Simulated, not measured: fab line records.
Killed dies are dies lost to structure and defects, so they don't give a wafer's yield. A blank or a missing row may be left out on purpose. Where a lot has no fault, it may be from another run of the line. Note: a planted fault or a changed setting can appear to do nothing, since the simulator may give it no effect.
Which tool is to blame? / flow gf180mcu / Sampling: 15 lots, 45 wafers, 7 of 602 route steps

## WHAT THE GAUGES SHOWED, per wafer
GF_STI_THK_MEAS_30. Usual: for STI_OXIDATION_02_THK the level is 10.05 nm and the standard deviation is 0.16.
lot=L672; measured=day 2 07:19; on=film metro-02; STI_OXIDATION_02_THK (nm)=10.04 10.28 10.35; flag=
lot=L675; measured=day 2 22:35; on=film metro-02; STI_OXIDATION_02_THK (nm)=10.30 10.31 10.04; flag=
lot=L676; measured=day 3 02:08; on=film metro-01; STI_OXIDATION_02_THK (nm)=10.24 10.30 10.14; flag=
lot=L677; measured=day 3 08:29; on=film metro-02; STI_OXIDATION_02_THK (nm)=10.07 10.11 9.78; flag=
lot=L678; measured=day 3 15:01; on=film metro-04; STI_OXIDATION_02_THK (nm)=10.03 10.06 9.91; flag=
lot=L679; measured=day 3 18:58; on=film metro-04; STI_OXIDATION_02_THK (nm)=10.01 9.97 9.98; flag=
lot=L682; measured=day 4 09:03; on=film metro-02; STI_OXIDATION_02_THK (nm)=9.84 9.89 9.94; flag=
lot=L683; measured=day 4 18:08; on=film metro-02; STI_OXIDATION_02_THK (nm)=10.40 10.27 10.34; flag=
lot=L684; measured=day 4 21:46; on=film metro-01; STI_OXIDATION_02_THK (nm)=10.14 10.02 10.10; flag=
lot=L686; measured=day 5 06:46; on=film metro-04; STI_OXIDATION_02_THK (nm)=9.90 10.03 10.03; flag=
lot=L688; measured=day 5 17:19; on=film metro-02; STI_OXIDATION_02_THK (nm)=10.17 9.98 10.04; flag=
lot=L690; measured=day 6 03:38; on=film metro-01; STI_OXIDATION_02_THK (nm)=9.97 9.86 9.87; flag=
lot=L691; measured=day 6 10:33; on=film metro-04; STI_OXIDATION_02_THK (nm)=10.10 9.87 10.21; flag=
lot=L693; measured=day 6 18:59; on=film metro-04; STI_OXIDATION_02_THK (nm)=10.03 10.12 9.91; flag=
lot=L694; measured=day 6 23:52; on=film metro-04; STI_OXIDATION_02_THK (nm)=9.83 10.09 10.07; flag=

GF_LVPWELL_OVL_MEAS_07. Usual: for LVPWELL_OVL the level is -0.5 nm and the standard deviation is 1.2.
lot=L672; measured=day 3 20:52; on=overlay-01; LVPWELL_OVL (nm)=-1.1 1.0 1.6; flag=
lot=L675; measured=day 4 13:23; on=overlay-01; LVPWELL_OVL (nm)=0.0 1.1 0.7; flag=
lot=L676; measured=day 4 19:13; on=overlay-01; LVPWELL_OVL (nm)=-1.4 -1.1 -0.1; flag=
lot=L677; measured=day 5 01:35; on=overlay-01; LVPWELL_OVL (nm)=-0.5 -0.4 -1.1; flag=
lot=L678; measured=day 5 08:22; on=overlay-02; LVPWELL_OVL (nm)=-1.8 -0.8 -0.6; flag=
lot=L679; measured=day 5 12:00; on=overlay-01; LVPWELL_OVL (nm)=-0.9 -1.1 1.4; flag=
lot=L682; measured=day 6 04:57; on=overlay-02; LVPWELL_OVL (nm)=0.5 -0.2 1.8; flag=
lot=L683; measured=day 6 13:43; on=overlay-02; LVPWELL_OVL (nm)=1.4 2.0 1.2; flag=
lot=L684; measured=day 6 18:55; on=overlay-02; LVPWELL_OVL (nm)=-0.3 -1.5 -0.5; flag=
lot=L686; measured=day 7 04:13; on=overlay-02; LVPWELL_OVL (nm)=-0.7 2.5 -1.3; flag=
lot=L688; measured=day 7 15:58; on=overlay-02; LVPWELL_OVL (nm)=-3.0 -1.1 -1.7; flag=
lot=L690; measured=day 8 04:08; on=overlay-01; LVPWELL_OVL (nm)=-2.5 -1.4 -2.1; flag=
lot=L691; measured=day 8 11:13; on=overlay-02; LVPWELL_OVL (nm)=1.7 1.6 1.0; flag=
lot=L693; measured=day 8 17:52; on=overlay-01; LVPWELL_OVL (nm)=-1.0 -1.1 -2.0; flag=
lot=L694; measured=day 8 22:22; on=overlay-02; LVPWELL_OVL (nm)=-1.4 -1.0 0.0; flag=

GF_MVPSD_OVL_MEAS_07. Usual: for MVPSD_OVL the level is 0.1 nm and the standard deviation is 1.7.
lot=L672; measured=day 5 00:19; on=overlay-01; MVPSD_OVL (nm)=-3.1 -1.7 -0.9; flag=
lot=L675; measured=day 5 18:01; on=overlay-01; MVPSD_OVL (nm)=1.3 3.2 2.3; flag=
lot=L676; measured=day 6 01:40; on=overlay-02; MVPSD_OVL (nm)=-0.1 -0.2 -0.5; flag=
lot=L677; measured=day 6 08:17; on=overlay-01; MVPSD_OVL (nm)=0.3 1.7 1.2; flag=
lot=L678; measured=day 6 15:29; on=overlay-02; MVPSD_OVL (nm)=-0.4 0.9 0.2; flag=
lot=L679; measured=day 6 18:45; on=overlay-02; MVPSD_OVL (nm)=5.2 3.0 3.3; flag=
lot=L682; measured=day 7 13:02; on=overlay-02; MVPSD_OVL (nm)=- - -; flag=OFF
lot=L683; measured=day 7 22:02; on=overlay-01; MVPSD_OVL (nm)=- - -; flag=OFF
lot=L684; measured=day 8 03:46; on=overlay-01; MVPSD_OVL (nm)=- - -; flag=OFF
lot=L686; measured=day 8 13:08; on=overlay-02; MVPSD_OVL (nm)=-0.4 -1.5 1.3; flag=
lot=L688; measured=day 9 00:34; on=overlay-02; MVPSD_OVL (nm)=0.6 0.6 -0.3; flag=
lot=L690; measured=day 9 13:20; on=overlay-01; MVPSD_OVL (nm)=1.1 -1.4 0.6; flag=
lot=L691; measured=day 9 20:45; on=overlay-01; MVPSD_OVL (nm)=0.6 0.4 0.1; flag=
lot=L693; measured=day 10 03:47; on=overlay-02; MVPSD_OVL (nm)=0.8 -1.5 0.9; flag=
lot=L694; measured=day 10 09:23; on=overlay-01; MVPSD_OVL (nm)=-0.1 1.6 0.8; flag=

GF_VT_IMPLANT_TW_MEAS_10. Usual: for VT_IMPLANT_TW the level is 562 and the standard deviation is 3.3.
lot=L672; measured=day 5 15:32; on=film metro-01; VT_IMPLANT_TW=556 558 558; flag=
lot=L675; measured=day 6 09:55; on=film metro-01; VT_IMPLANT_TW=560 561 561; flag=
lot=L676; measured=day 6 17:56; on=film metro-01; VT_IMPLANT_TW=559 559 559; flag=
lot=L677; measured=day 7 00:56; on=film metro-01; VT_IMPLANT_TW=558 560 561; flag=
lot=L678; measured=day 7 07:40; on=film metro-02; VT_IMPLANT_TW=562 563 563; flag=
lot=L679; measured=day 7 11:00; on=film metro-01; VT_IMPLANT_TW=559 558 560; flag=
lot=L682; measured=day 8 05:18; on=film metro-02; VT_IMPLANT_TW=696 693 693; flag=OFF
lot=L683; measured=day 8 14:16; on=film metro-03; VT_IMPLANT_TW=693 696 695; flag=OFF
lot=L684; measured=day 8 19:39; on=film metro-02; VT_IMPLANT_TW=694 697 697; flag=OFF
lot=L686; measured=day 9 05:22; on=film metro-02; VT_IMPLANT_TW=564 563 564; flag=
lot=L688; measured=day 9 18:04; on=film metro-03; VT_IMPLANT_TW=565 566 562; flag=
lot=L690; measured=day 10 07:43; on=film metro-03; VT_IMPLANT_TW=567 564 566; flag=
lot=L691; measured=day 10 13:40; on=film metro-01; VT_IMPLANT_TW=558 557 556; flag=
lot=L693; measured=day 10 22:23; on=film metro-02; VT_IMPLANT_TW=559 558 563; flag=
lot=L694; measured=day 11 03:46; on=film metro-01; VT_IMPLANT_TW=565 563 562; flag=

GF_VT_IMPLANT_TW_MEAS_21. Usual: for VT_IMPLANT_2_TW the level is 1212 and the standard deviation is 7.3.
lot=L672; measured=day 6 06:44; on=film metro-01; VT_IMPLANT_2_TW=1201 1202 1196; flag=
lot=L675; measured=day 7 02:01; on=film metro-03; VT_IMPLANT_2_TW=1221 1218 1221; flag=
lot=L676; measured=day 7 09:45; on=film metro-03; VT_IMPLANT_2_TW=1223 1220 1220; flag=
lot=L677; measured=day 7 16:50; on=film metro-03; VT_IMPLANT_2_TW=1216 1213 1215; flag=
lot=L678; measured=day 7 22:10; on=film metro-02; VT_IMPLANT_2_TW=1212 1225 1216; flag=
lot=L679; measured=day 8 03:09; on=film metro-01; VT_IMPLANT_2_TW=1203 1203 1203; flag=
lot=L682; measured=day 8 20:01; on=film metro-01; VT_IMPLANT_2_TW=1230 1236 1243; flag=OFF
lot=L683; measured=day 9 06:37; on=film metro-02; VT_IMPLANT_2_TW=1249 1253 1250; flag=OFF
lot=L684; measured=day 9 13:03; on=film metro-03; VT_IMPLANT_2_TW=1247 1246 1249; flag=OFF
lot=L686; measured=day 9 22:43; on=film metro-03; VT_IMPLANT_2_TW=1216 1222 1211; flag=
lot=L688; measured=day 10 12:03; on=film metro-01; VT_IMPLANT_2_TW=1202 1198 1210; flag=
lot=L690; measured=day 11 01:53; on=film metro-03; VT_IMPLANT_2_TW=1214 1210 1218; flag=
lot=L691; measured=day 11 08:37; on=film metro-03; VT_IMPLANT_2_TW=1221 1213 1213; flag=
lot=L693; measured=day 11 16:29; on=film metro-03; VT_IMPLANT_2_TW=1220 1211 1215; flag=
lot=L694; measured=day 11 23:13; on=film metro-03; VT_IMPLANT_2_TW=1213 1212 1222; flag=

GF_VT_IMPLANT_OVL_MEAS_29. Usual: for VT_IMPLANT_02_OVL the level is -0.3 nm and the standard deviation is 1.1.
lot=L672; measured=day 6 22:16; on=overlay-01; VT_IMPLANT_02_OVL (nm)=0.4 -0.3 -0.1; flag=
lot=L675; measured=day 7 17:25; on=overlay-02; VT_IMPLANT_02_OVL (nm)=0.4 1.0 0.0; flag=
lot=L676; measured=day 8 01:16; on=overlay-02; VT_IMPLANT_02_OVL (nm)=0.2 1.0 0.7; flag=
lot=L677; measured=day 8 08:23; on=overlay-01; VT_IMPLANT_02_OVL (nm)=-0.2 -1.8 -2.2; flag=
lot=L678; measured=day 8 13:47; on=overlay-02; VT_IMPLANT_02_OVL (nm)=0.4 -0.2 -1.2; flag=
lot=L679; measured=day 8 18:49; on=overlay-01; VT_IMPLANT_02_OVL (nm)=0.3 -0.9 -0.5; flag=
lot=L682; measured=day 9 13:04; on=overlay-01; VT_IMPLANT_02_OVL (nm)=-0.7 -2.4 -1.6; flag=
lot=L683; measured=day 9 23:01; on=overlay-02; VT_IMPLANT_02_OVL (nm)=-1.0 -1.3 -0.2; flag=
lot=L684; measured=day 10 05:50; on=overlay-02; VT_IMPLANT_02_OVL (nm)=0.3 0.9 0.4; flag=
lot=L686; measured=day 10 16:22; on=overlay-01; VT_IMPLANT_02_OVL (nm)=0.2 -0.9 -0.7; flag=
lot=L688; measured=day 11 06:50; on=overlay-02; VT_IMPLANT_02_OVL (nm)=-0.7 -0.8 -0.4; flag=
lot=L690; measured=day 11 20:44; on=overlay-01; VT_IMPLANT_02_OVL (nm)=-1.0 -1.1 -0.3; flag=
lot=L691; measured=day 12 02:58; on=overlay-01; VT_IMPLANT_02_OVL (nm)=1.0 0.5 0.7; flag=
lot=L693; measured=day 12 11:10; on=overlay-01; VT_IMPLANT_02_OVL (nm)=-1.3 -0.2 0.1; flag=
lot=L694; measured=day 12 18:23; on=overlay-01; VT_IMPLANT_02_OVL (nm)=-1.8 -1.7 -1.7; flag=

## WHICH TOOL RAN EACH LOT (tool, then ch and the chambers of the sampled wafers, then the start)
lot=L672; GF_MVPSD_COAT_02=litho track-01 ch 0, day 4 16:57
lot=L675; GF_MVPSD_COAT_02=litho track-04 ch 0, day 5 10:34
lot=L676; GF_MVPSD_COAT_02=litho track-04 ch 0, day 5 17:17
lot=L677; GF_MVPSD_COAT_02=litho track-02 ch 0, day 6 00:29
lot=L678; GF_MVPSD_COAT_02=litho track-01 ch 0, day 6 07:37
lot=L679; GF_MVPSD_COAT_02=litho track-02 ch 0, day 6 10:18
lot=L682; GF_MVPSD_COAT_02=litho track-04, day 7 04:23
lot=L683; GF_MVPSD_COAT_02=litho track-01, day 7 14:21
lot=L684; GF_MVPSD_COAT_02=litho track-02, day 7 19:03
lot=L686; GF_MVPSD_COAT_02=litho track-01 ch 0, day 8 04:25
lot=L688; GF_MVPSD_COAT_02=litho track-01 ch 0, day 8 16:04
lot=L690; GF_MVPSD_COAT_02=litho track-02 ch 0, day 9 04:45
lot=L691; GF_MVPSD_COAT_02=litho track-01 ch 0, day 9 12:19
lot=L693; GF_MVPSD_COAT_02=litho track-02 ch 0, day 9 18:51
lot=L694; GF_MVPSD_COAT_02=litho track-02 ch 0, day 10 00:20
- GF_MVPSD_COAT_02: resist thk 3000 nm.

## WHAT THE TOOLS THEMSELVES READ (means of the sampled wafers that have a number; where no wafer has one, the mark that the record gives instead)
GF_MVPSD_COAT_02. Usual: chill plate temp C 23.02 C, standard deviation 0.11; dispense pressure kPa 48.4 kPa, standard deviation 1.1.
lot=L672; tool=litho track-01; chill plate temp C (C)=22.98; dispense pressure kPa (kPa)=47.0; flag=
lot=L675; tool=litho track-04; chill plate temp C (C)=23.08; dispense pressure kPa (kPa)=49.9; flag=
lot=L676; tool=litho track-04; chill plate temp C (C)=23.21; dispense pressure kPa (kPa)=49.9; flag=
lot=L677; tool=litho track-02; chill plate temp C (C)=23.10; dispense pressure kPa (kPa)=48.3; flag=
lot=L678; tool=litho track-01; chill plate temp C (C)=22.90; dispense pressure kPa (kPa)=47.0; flag=
lot=L679; tool=litho track-02; chill plate temp C (C)=23.00; dispense pressure kPa (kPa)=48.3; flag=
lot=L682; tool=litho track-04; chill plate temp C (C)=-; dispense pressure kPa (kPa)=-; flag=OFF
lot=L683; tool=litho track-01; chill plate temp C (C)=-; dispense pressure kPa (kPa)=-; flag=OFF
lot=L684; tool=litho track-02; chill plate temp C (C)=-; dispense pressure kPa (kPa)=-; flag=OFF
lot=L686; tool=litho track-01; chill plate temp C (C)=23.00; dispense pressure kPa (kPa)=47.0; flag=
lot=L688; tool=litho track-01; chill plate temp C (C)=22.96; dispense pressure kPa (kPa)=47.0; flag=
lot=L690; tool=litho track-02; chill plate temp C (C)=23.09; dispense pressure kPa (kPa)=48.3; flag=
lot=L691; tool=litho track-01; chill plate temp C (C)=23.12; dispense pressure kPa (kPa)=47.0; flag=
lot=L693; tool=litho track-02; chill plate temp C (C)=22.98; dispense pressure kPa (kPa)=48.3; flag=
lot=L694; tool=litho track-02; chill plate temp C (C)=22.97; dispense pressure kPa (kPa)=48.3; flag=

## THE ANSWER, worked out from the rows above alone
Rule: a lot is off if the mean of its wafers that have a number lies more than 3 standard deviations from the usual mean. Also off: a lot with no number at a reading for which 4 or more lots have one. Any other lot the step has rows for is counted as sound. After the gauges, taken in route order, come the tools' own readings; for these a lot's mean is taken, as printed above. At the first step where some lot is off, the reading lying furthest off is the one used; lots without a number count as furthest.
Off: L682, L683, L684, seen at GF_MVPSD_OVL_MEAS_07 (MVPSD_OVL). Without a number there: L682, L683, L684.
If a tool, at a process step before that reading, ran all the lots that are off and no sound lot after the first of them, it fits. The gauges at GF_MVPSD_OVL_MEAS_07 aren't tried: what is off there is off at GF_VT_IMPLANT_TW_MEAS_10 too, on other tools, and a gauge's error can't cause that. Not one of the candidates tried fits.

## WHAT WAS PUT IN BY THE SIMULATOR
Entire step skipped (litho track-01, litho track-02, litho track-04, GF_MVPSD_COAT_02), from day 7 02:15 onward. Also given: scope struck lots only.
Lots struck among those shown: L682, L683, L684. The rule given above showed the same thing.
